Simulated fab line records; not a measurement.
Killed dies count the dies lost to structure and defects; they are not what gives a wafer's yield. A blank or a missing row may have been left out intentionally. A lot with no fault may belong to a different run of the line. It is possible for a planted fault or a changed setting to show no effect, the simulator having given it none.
Struck lot and sound lot, side by side    flow sky130    14 out of 708 route steps
Sound: wafers L835.1, L835.5, L835.6. Wafers L849.3, L849.5, L849.6 were the ones struck. The cause is given at the end.
Per side, at each step with rows, come the tool, then ch with its chambers, and then its first start. Under that, the readings that differ: sound wafers    struck wafers    difference of the means    sigmas: that difference in standard deviations of wafers without a fault.
alike: readings with means less than 2 such deviations apart, plus words and numbers identical on both sides. not compared: withheld readings, readings lacking a value on some wafer, bounds such as >300 that could conceal the same value, and numbers that have no deviation in the record and whose values overlap.
The two part at a step that has a row with sigmas, a row that says differs or no value, or rows on one side only. Non-overlapping numbers with no deviation appear without sigmas and do not part them. A reading missing from all wafers of one side parts the sides only when that side holds two or more wafers.

SKY_NWELL_OVL_MEAS_23:
  sound on overlay-01, day 6 00:08; struck on overlay-01, day 9 13:45
  alike: NWELL_01_OVL
then, 1 step without rows for these wafers: SKY_NWELL_IMPLANT_24.
SKY_NWELL_STRIP_25: strips in O2/N2.
  sound on plasma-asher-03 ch 0,1, day 6 00:19; struck on plasma-asher-03 ch 0,1, day 9 13:58
  alike: chamber-pressure-mTorr, drypump-motor-current-A, oes-product-au, strip-time-to-endpoint-s
  not compared: rf-hours-counter-h
SKY_NWELL_TW_MEAS_26:
  sound on film-metro-02, day 6 00:25; struck on film-metro-04, day 9 14:02
  alike: NWELL_2_TW
then, 1 step without rows for these wafers: SKY_NWELL_CLEAN_27 (cleans in SC1/SC2, time 150 s).
SKY_NWELL_RTA_28: time 30 s.
  sound on rtp-anneal-01 ch 0, day 6 00:31; struck on rtp-anneal-01 ch 0, day 9 14:10
  alike: lamp-power-pct, wafer_temp_C_max
SKY_NWELL_RS_MEAS_29: the measuring method here is four-point-probe.
  sound on film-metro-04, day 6 00:37; struck on film-metro-01, day 9 14:16
  alike: NWELL_RS
SKY_NWELL_RS_MEAS_31: the measuring method here is four-point-probe.
  sound on film-metro-04, day 6 00:52; struck on film-metro-01, day 9 14:31
  alike: PWDE_RS
then, 3 steps without rows for these wafers: SKY_VT_ADJUST_HVTP_DEHYDRATE_00 (time 60 s); SKY_VT_ADJUST_HVTP_HMDS_01 (prime time 60 s); SKY_VT_ADJUST_HVTP_COAT_02 (resist thk 1140 nm).
SKY_VT_ADJUST_HVTP_SOFTBAKE_03: time 60 s.
  sound on litho-track-02 ch 0, day 6 10:02; struck on litho-track-03 ch 0, day 10 01:05
reading                   sound              struck             difference  sigmas
heater-power-total-W (W)  56.56 56.52 56.63  55.19 55.22 55.00  -1.43       -30
plate-temp-C (C)          89.94 90.10 90.07  88.25 88.31 88.21  -1.78       -15
then, 2 steps without rows for these wafers: SKY_VT_ADJUST_HVTP_EXPOSE_04 (exposes mask HVTPM, target cd 380 nm); SKY_PAD_OPEN_PROBE_99.

## WHERE THEY PART
At SKY_VT_ADJUST_HVTP_SOFTBAKE_03 and nowhere else, as far as this record goes.

WHY: what the simulator had put in
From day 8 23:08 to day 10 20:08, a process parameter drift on litho-track-03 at SKY_VT_ADJUST_HVTP_SOFTBAKE_03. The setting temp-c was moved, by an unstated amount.
